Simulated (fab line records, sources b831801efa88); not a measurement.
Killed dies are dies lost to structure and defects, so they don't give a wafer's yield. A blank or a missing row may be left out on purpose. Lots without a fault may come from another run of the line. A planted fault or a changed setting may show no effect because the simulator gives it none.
Chamber matching | flow sky130 | SKY_SONOS_ONO_ETCH_15 on rie_diel-03: 4 sister chambers
The step etches the open film in CHF3/O2, target depth 19.52 nm, time 7.8 s. 4 wafers are shown with their chamber, then 9 later ones without.

WAFERS WITH THEIR CHAMBER
wafer  | chamber | drypump_motor_current_A (A)
L089.6 | 3       | 6.0
L091.3 | 1       | 6.4
L091.4 | 0       | 6.2
L091.6 | 2       | 6.2

WAFERS WITHOUT THEIR CHAMBER
wafer  | drypump_motor_current_A (A)
L094.2 | 6.2
L094.3 | 6.0
L094.4 | 6.3
L096.1 | 6.3
L096.2 | 6.3
L096.3 | 6.2
L096.4 | 5.9
L096.5 | 6.2
L096.6 | 6.3

WHICH CHAMBER EACH WENT THROUGH
wafer  | from the rows above          | in truth
L094.2 | can't be placed: 0 or 2      | 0
L094.3 | 3                            | 3
L094.4 | can't be placed: 0 or 2 or 1 | 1
L096.1 | can't be placed: 0 or 2 or 1 | 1
L096.2 | can't be placed: 0 or 2 or 1 | 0
L096.3 | can't be placed: 0 or 2      | 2
L096.4 | 3                            | 3
L096.5 | can't be placed: 0 or 2      | 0
L096.6 | can't be placed: 0 or 2 or 1 | 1
Placed correctly: 2 of 9. Can't be placed from these rows: 7 (the true chamber is among the candidates in 7). Placed wrongly: 0.
How it was worked out, from the rows above alone: a wafer's distance from a chamber is the root of the sum, over the readings, of the square of ((its reading less the chamber's mean) divided by the reading's scatter). The wafer belongs to the nearest chamber; if the next one is less than 2 further off, it can't be placed. A chamber's mean is the mean of its shown wafers. The scatter: with one shown wafer a chamber, the root of the mean of the squares of how far each hidden wafer lies from its nearest shown one.
